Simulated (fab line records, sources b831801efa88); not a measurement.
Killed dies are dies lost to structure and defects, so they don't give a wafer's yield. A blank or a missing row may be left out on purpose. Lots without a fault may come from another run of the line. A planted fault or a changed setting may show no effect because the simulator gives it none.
One fault seen from 2 desks | flow sky130 | each desk has only its own numbers; what lay behind them comes last

THE TOOL OWNER'S DESK: pvd_sputter-01
The tool's own readings at SKY_CONTACT_SPUTTER_23 (material TiN, target thk 20 nm, time 80 s): means of the sampled wafers that have a number, for each lot that ran on this tool. A lot is out of limits, marked OUT, if its mean lies more than 4 standard deviations from the usual mean; the brackets give that distance.
Columns: A = cathode_dc_power_W at SKY_CONTACT_SPUTTER_23, usual 4000.0 W; B = throttle_valve_pct at SKY_CONTACT_SPUTTER_23, usual 29.4 %
lot  | first seen here | A      | B
L691 | day 39 18:20    | 4000.6 | 28.9
L692 | day 40 06:43    | 3999.8 | 28.4
L694 | day 40 10:41    | 3999.6 | 28.9
L693 | day 40 12:32    | 3999.8 | 28.4
This desk's finding: nothing out of limits on any of the 4 lots.

THE METROLOGY DESK
What the gauges read, lot by lot, whatever tool the lot ran on: means of the sampled wafers that have a number. A lot is out of limits, marked OUT, if its mean lies more than 4 standard deviations from the usual mean; the brackets give that distance.
Columns: A = cd_nm at SKY_CONTACT_CD_MEAS_14, usual 170.1 nm; B = CONTACT_OVL at SKY_CONTACT_OVL_MEAS_15, usual 2 nm
lot  | first seen here | A     | B
L684 | day 34 07:25    | 170.2 | 6
L691 | day 39 17:27    | 168.3 | 5
L692 | day 40 05:48    | 169.9 | -4
L696 | day 40 06:31    | 168.9 | 4
L695 | day 40 07:11    | 168.1 | 3
L694 | day 40 09:48    | 170.1 | 6
L693 | day 40 11:41    | 170.8 | 0
This desk's finding: nothing out of limits on any of the 7 lots.

PUT TOGETHER
The tool owner's desk saw nothing out of limits.
The metrology desk saw nothing out of limits.

WHAT THE SIMULATOR HAD PUT IN
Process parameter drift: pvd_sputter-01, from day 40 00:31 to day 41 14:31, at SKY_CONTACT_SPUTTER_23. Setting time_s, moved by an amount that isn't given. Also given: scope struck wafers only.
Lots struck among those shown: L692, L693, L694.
